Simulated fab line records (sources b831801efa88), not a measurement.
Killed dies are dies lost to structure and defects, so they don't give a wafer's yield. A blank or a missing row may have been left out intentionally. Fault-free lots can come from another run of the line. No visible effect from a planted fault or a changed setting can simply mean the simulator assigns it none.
Chamber matching :: flow gf180mcu :: cmp-01 running GF_CONTACT_CMP_27: 4 sister chambers
The step polishes, stops on SiO2, t overpolish 15 s, target thk 0 nm. 4 wafers are shown with their chamber, then 7 later ones without.

## EACH WAFER AND ITS CHAMBER
wafer: L564.1
chamber: 1
motorCurrentA (A): 11.1

wafer: L564.6
chamber: 2
motorCurrentA (A): 10.8

wafer: L566.1
chamber: 0
motorCurrentA (A): 11.1

wafer: L566.3
chamber: 3
motorCurrentA (A): 9.0

## WAFERS WITH NO CHAMBER GIVEN
wafer: L566.4
motorCurrentA (A): 10.9

wafer: L568.1
motorCurrentA (A): 11.4

wafer: L568.3
motorCurrentA (A): 9.3

wafer: L568.6
motorCurrentA (A): 10.6

wafer: L576.2
motorCurrentA (A): 9.5

wafer: L576.3
motorCurrentA (A): 11.3

wafer: L576.5
motorCurrentA (A): 10.9

## THE CHAMBER EACH PASSED THROUGH
wafer: L566.4
from the rows above: can't be placed: 2 or 0 or 1
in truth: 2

wafer: L568.1
from the rows above: can't be placed: 0 or 1 or 2
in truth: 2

wafer: L568.3
from the rows above: 3
in truth: 3

wafer: L568.6
from the rows above: can't be placed: 2 or 0 or 1
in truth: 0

wafer: L576.2
from the rows above: 3
in truth: 3

wafer: L576.3
from the rows above: can't be placed: 0 or 1 or 2
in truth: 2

wafer: L576.5
from the rows above: can't be placed: 2 or 0 or 1
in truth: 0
Correct placement for 2 of the 7. From these rows, 5 cannot be placed; in 5 the true chamber is one of the candidates. Placed wrongly: 0.
How it was worked out, from the rows above alone: a wafer's distance from a chamber is the root of the sum, over the readings, of the square of ((its reading less the chamber's mean) divided by the reading's scatter). If the next closest chamber is less than 2 further off than the closest, the wafer can't be placed; otherwise it belongs to the closest. The mean given for a chamber averages the wafers shown for that chamber. The scatter: with one shown wafer a chamber, the root of the mean of the squares of how far each hidden wafer lies from its nearest shown one.
